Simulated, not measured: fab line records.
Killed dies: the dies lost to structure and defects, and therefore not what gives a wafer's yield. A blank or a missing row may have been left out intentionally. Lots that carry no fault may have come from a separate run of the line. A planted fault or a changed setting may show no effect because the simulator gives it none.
Which tool is to blame? / flow sky130 / Sampling: 8 lots, 24 wafers, 2 of 708 route steps

WHAT EACH GAUGE READ, for each wafer
SKY_SONOS_TUNNEL_OVL_MEAS_08.
lot=L923; measured=day 12 17:46; on=overlay-01; SONOS_TUNNEL_OVL (nm)=-0.3 0.2 0.3
lot=L925; measured=day 13 10:22; on=overlay-02; SONOS_TUNNEL_OVL (nm)=-1.8 -1.4 -1.7
lot=L929; measured=day 14 04:14; on=overlay-02; SONOS_TUNNEL_OVL (nm)=1.0 0.9 -0.9
lot=L931; measured=day 14 18:52; on=overlay-01; SONOS_TUNNEL_OVL (nm)=-1.0 0.2 -1.1
lot=L933; measured=day 15 11:16; on=overlay-01; SONOS_TUNNEL_OVL (nm)=1.3 1.6 0.6
lot=L935; measured=day 16 00:01; on=overlay-02; SONOS_TUNNEL_OVL (nm)=224.5 227.2 224.2 223.6 226.9 223.2
lot=L940; measured=day 18 00:21; on=overlay-02; SONOS_TUNNEL_OVL (nm)=223.4 224.0 224.8 222.6 223.4 224.4
lot=L943; measured=day 18 23:15; on=overlay-01; SONOS_TUNNEL_OVL (nm)=0.0 0.2 -0.4

TOOL THAT RAN EACH LOT (tool first, then ch and the chambers of the sampled wafers, then the start)
lot=L923; SKY_SONOS_TUNNEL_EXPOSE_04=iline stepper-01 ch 0, day 12 05:32
lot=L925; SKY_SONOS_TUNNEL_EXPOSE_04=iline stepper-02 ch 0, day 12 22:49
lot=L929; SKY_SONOS_TUNNEL_EXPOSE_04=iline stepper-01 ch 0, day 13 16:16
lot=L931; SKY_SONOS_TUNNEL_EXPOSE_04=iline stepper-02 ch 0, day 14 06:40
lot=L933; SKY_SONOS_TUNNEL_EXPOSE_04=iline stepper-02 ch 0, day 14 22:33
lot=L935; SKY_SONOS_TUNNEL_EXPOSE_04=iline stepper-02 ch 0, day 15 09:39
lot=L940; SKY_SONOS_TUNNEL_EXPOSE_04=iline stepper-02 ch 0, day 17 10:01
lot=L943; SKY_SONOS_TUNNEL_EXPOSE_04=iline stepper-01 ch 0, day 18 08:28
- SKY_SONOS_TUNNEL_EXPOSE_04: exposes mask TUNM, target cd 410 nm.

THE ANSWER, worked out from the rows above alone
Rule: usual is defined by the lots themselves. The widest of any qualifying gaps counts: lots, ordered by their means at a reading, are off when they make up no more than a third of the lots, leave a main group of 4 or more, and stand apart from it by 3 or more times the standard deviation of that group's means. If all means in a main group match to the digits the tables above print for the reading, that group is not used. A lot without any number at a reading at which 4 lots or more have one is off too. The other lots that the step has rows for count as sound.
Off: L935, L940, seen at SKY_SONOS_TUNNEL_OVL_MEAS_08 (SONOS_TUNNEL_OVL). Main group: mean -0.1 nm, sd 0.86.
A tool fits if, at a process step before that reading, it ran every lot that is off, and no sound lot after the first of them. Gauges at SKY_SONOS_TUNNEL_OVL_MEAS_08: tried the same way as those tools. 2 tools fit, iline stepper-02 at SKY_SONOS_TUNNEL_EXPOSE_04 and overlay-02 at SKY_SONOS_TUNNEL_OVL_MEAS_08, so this cannot tell which one it is.

WHAT WAS PUT IN BY THE SIMULATOR
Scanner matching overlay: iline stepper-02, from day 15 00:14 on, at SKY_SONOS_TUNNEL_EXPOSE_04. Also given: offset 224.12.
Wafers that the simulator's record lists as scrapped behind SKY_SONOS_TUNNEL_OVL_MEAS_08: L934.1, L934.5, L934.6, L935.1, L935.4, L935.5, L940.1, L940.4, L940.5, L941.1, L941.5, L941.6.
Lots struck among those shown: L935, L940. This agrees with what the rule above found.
